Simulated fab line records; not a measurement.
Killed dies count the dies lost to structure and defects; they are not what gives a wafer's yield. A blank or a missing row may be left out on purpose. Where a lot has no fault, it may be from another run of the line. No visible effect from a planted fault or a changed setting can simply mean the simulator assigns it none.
Which tool did it? :: flow gf180mcu :: 12 lots, 36 wafers sampled, at 3 steps of a route of 602

WHAT THE GAUGES READ, wafer by wafer
GF_HV_LDD_OVL_MEAS_20.
lot: L491
measured: day 12 04:52
on: overlay-01
HV_LDD_01_OVL (nm): 0.2 -0.7 0.4

lot: L493
measured: day 12 16:33
on: overlay-02
HV_LDD_01_OVL (nm): -0.7 -2.3 -1.8

lot: L492
measured: day 12 16:52
on: overlay-01
HV_LDD_01_OVL (nm): -0.8 -2.7 -3.0

lot: L498
measured: day 14 08:49
on: overlay-02
HV_LDD_01_OVL (nm): -0.1 0.1 -0.3

lot: L499
measured: day 14 15:19
on: overlay-02
HV_LDD_01_OVL (nm): -1.9 -0.3 -1.8

lot: L500
measured: day 14 23:10
on: overlay-02
HV_LDD_01_OVL (nm): -1.8 -2.1 -1.5

lot: L501
measured: day 15 03:22
on: overlay-01
HV_LDD_01_OVL (nm): -3.5 -2.8 -2.5

lot: L503
measured: day 15 23:16
on: overlay-01
HV_LDD_01_OVL (nm): -0.3 1.8 -0.9

lot: L504
measured: day 16 03:55
on: overlay-01
HV_LDD_01_OVL (nm): -1.8 -3.3 -2.9

lot: L505
measured: day 16 15:25
on: overlay-01
HV_LDD_01_OVL (nm): -0.5 -2.3 0.0

lot: L507
measured: day 17 01:10
on: overlay-01
HV_LDD_01_OVL (nm): -1.5 0.9 0.2

lot: L511
measured: day 18 08:16
on: overlay-01
HV_LDD_01_OVL (nm): -0.2 0.0 -0.4

GF_SALICIDE_THK_MEAS_05: measures by xrf.
lot: L491
measured: day 16 22:09
on: film metro-04
SALICIDE_TIN_THK (nm): 20.02 20.02 19.98

lot: L493
measured: day 17 11:22
on: film metro-04
SALICIDE_TIN_THK (nm): 20.12 20.02 20.12

lot: L492
measured: day 17 15:05
on: film metro-04
SALICIDE_TIN_THK (nm): 19.94 19.99 19.72

lot: L498
measured: day 19 11:01
on: film metro-02
SALICIDE_TIN_THK (nm): 19.34 19.58 19.47

lot: L499
measured: day 19 17:08
on: film metro-04
SALICIDE_TIN_THK (nm): 19.95 19.89 21.78

lot: L500
measured: day 20 01:28
on: film metro-02
SALICIDE_TIN_THK (nm): 20.07 20.02 19.97

lot: L501
measured: day 20 06:30
on: film metro-02
SALICIDE_TIN_THK (nm): 20.02 19.81 19.93

lot: L503
measured: day 21 05:46
on: film metro-01
SALICIDE_TIN_THK (nm): 19.82 19.99 19.93

lot: L504
measured: day 21 09:53
on: film metro-01
SALICIDE_TIN_THK (nm): 19.82 19.68 19.85

lot: L505
measured: day 21 19:22
on: film metro-01
SALICIDE_TIN_THK (nm): 19.80 19.50 19.35

lot: L507
measured: day 22 06:52
on: film metro-02
SALICIDE_TIN_THK (nm): 19.53 19.80 19.65

lot: L511
measured: day 23 13:02
on: film metro-01
SALICIDE_TIN_THK (nm): 19.81 19.88 20.08

EACH LOT AND THE TOOL THAT RAN IT (in order: tool; ch and the chambers of the sampled wafers; start)
lot: L491
GF_SALICIDE_SPUTTER_03: pvd sputter-01, day 16 22:00

lot: L493
GF_SALICIDE_SPUTTER_03: pvd sputter-03, day 17 11:13

lot: L492
GF_SALICIDE_SPUTTER_03: pvd sputter-02, day 17 14:55

lot: L498
GF_SALICIDE_SPUTTER_03: pvd sputter-02, day 19 10:52

lot: L499
GF_SALICIDE_SPUTTER_03: pvd sputter-03, day 19 16:58

lot: L500
GF_SALICIDE_SPUTTER_03: pvd sputter-01, day 20 01:19

lot: L501
GF_SALICIDE_SPUTTER_03: pvd sputter-01, day 20 06:21

lot: L503
GF_SALICIDE_SPUTTER_03: pvd sputter-01, day 21 05:37

lot: L504
GF_SALICIDE_SPUTTER_03: pvd sputter-01, day 21 09:44

lot: L505
GF_SALICIDE_SPUTTER_03: pvd sputter-03, day 21 19:13

lot: L507
GF_SALICIDE_SPUTTER_03: pvd sputter-03, day 22 06:43

lot: L511
GF_SALICIDE_SPUTTER_03: pvd sputter-02, day 23 12:52
- GF_SALICIDE_SPUTTER_03: material TiN, target thk 20 nm, time 16.7 s.

WHAT THE TOOLS THEMSELVES READ (means of the sampled wafers that have a number; where no wafer has one, the mark that the record gives instead)
GF_SALICIDE_SPUTTER_03.
lot: L491
tool: pvd sputter-01
throttle valve pct (%): 30.0

lot: L493
tool: pvd sputter-03
throttle valve pct (%): 31.4

lot: L492
tool: pvd sputter-02
throttle valve pct (%): 29.7

lot: L498
tool: pvd sputter-02
throttle valve pct (%): 29.4

lot: L499
tool: pvd sputter-03
throttle valve pct (%): 30.6

lot: L500
tool: pvd sputter-01
throttle valve pct (%): 30.8

lot: L501
tool: pvd sputter-01
throttle valve pct (%): 30.8

lot: L503
tool: pvd sputter-01
throttle valve pct (%): 30.4

lot: L504
tool: pvd sputter-01
throttle valve pct (%): 30.2

lot: L505
tool: pvd sputter-03
throttle valve pct (%): 31.0

lot: L507
tool: pvd sputter-03
throttle valve pct (%): 31.9

lot: L511
tool: pvd sputter-02
throttle valve pct (%): 29.7

THE ANSWER, worked out from the rows above alone
Rule: the usual values come from the lots themselves. Put in order of their means at a reading, lots are off if they are a third of the lots or fewer, leave a main group of 4 or more, and stand apart from it by a gap of 3 or more times the standard deviation of the main group's means; of several such gaps the widest counts. If all means in a main group match to the digits the tables above print for the reading, that group is not used. A lot without any number at a reading at which 4 lots or more have one is off too. Where the step has rows for the other lots, those lots are counted as sound. Order of review: gauges by route order, followed by the tools' own readings, for which a lot's mean as printed above is used. The first step at which some lot is off is used, and at that step the reading that is off furthest; a lot without a number counts as furthest.
Across all readings shown, no lot is off: no conclusion can be drawn from this.

WHAT HAD BEEN PUT IN BY THE SIMULATOR
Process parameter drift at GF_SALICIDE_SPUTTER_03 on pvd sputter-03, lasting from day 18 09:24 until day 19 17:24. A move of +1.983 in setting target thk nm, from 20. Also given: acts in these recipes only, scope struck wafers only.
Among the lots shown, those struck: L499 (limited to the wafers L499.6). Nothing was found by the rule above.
